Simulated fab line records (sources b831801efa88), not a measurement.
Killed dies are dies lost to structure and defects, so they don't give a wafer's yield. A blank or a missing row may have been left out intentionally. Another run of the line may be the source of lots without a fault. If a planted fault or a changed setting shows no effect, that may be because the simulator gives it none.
The tool behind it: which one?    flow gf180mcu    at 1 step of a route of 602, 12 lots with 36 wafers sampled

## WHAT THE GAUGES READ, wafer by wafer
GF_CONTACT_BOW_MEAS_05. Usual: CONTACT_BOW gives 66 um (standard deviation 6.5).
lot   measured      on             CONTACT_BOW (um)  flag
L568  day 15 05:37  film_metro-03  73 70 70          
L569  day 15 17:18  film_metro-04  65 76 73          
L571  day 16 05:27  film_metro-04  62 60 71          
L574  day 17 23:47  film_metro-01  56 72 71          
L575  day 18 03:59  film_metro-01  67 56 67          
L578  day 19 09:00  film_metro-03  68 69 77          
L577  day 19 12:01  film_metro-01  68 65 69          
L581  day 20 10:39  film_metro-04  75 72 71          
L582  day 20 11:17  film_metro-01  61 71 70          
L584  day 21 01:32  film_metro-03  69 61 69          
L587  day 22 13:50  film_metro-01  52 57 76          
L590  day 23 22:55  film_metro-01  63 60 62          

## TOOL THAT RAN EACH LOT (tool first, then ch and the chambers of the sampled wafers, then the start)
The record shows no process step preceding these readings.

## WHAT THE TOOLS THEMSELVES READ (means of the sampled wafers that have a number; where no wafer has one, the mark that the record gives instead)
The record holds no such reading with a usual standard deviation.

## THE ANSWER, worked out from the rows above alone
Rule: a lot is off if the mean of its wafers that have a number lies more than 3 standard deviations from the usual mean. Also off: a lot with no number at a reading for which 4 or more lots have one. Where the step has rows for the other lots, those lots are counted as sound. Order of review: gauges by route order, followed by the tools' own readings, for which a lot's mean as printed above is used. At the first step where some lot is off, the reading lying furthest off is the one used; lots without a number count as furthest.
No lot is off at any reading shown: from this, nothing can be told.

## WHAT THE SIMULATOR HAD PUT IN
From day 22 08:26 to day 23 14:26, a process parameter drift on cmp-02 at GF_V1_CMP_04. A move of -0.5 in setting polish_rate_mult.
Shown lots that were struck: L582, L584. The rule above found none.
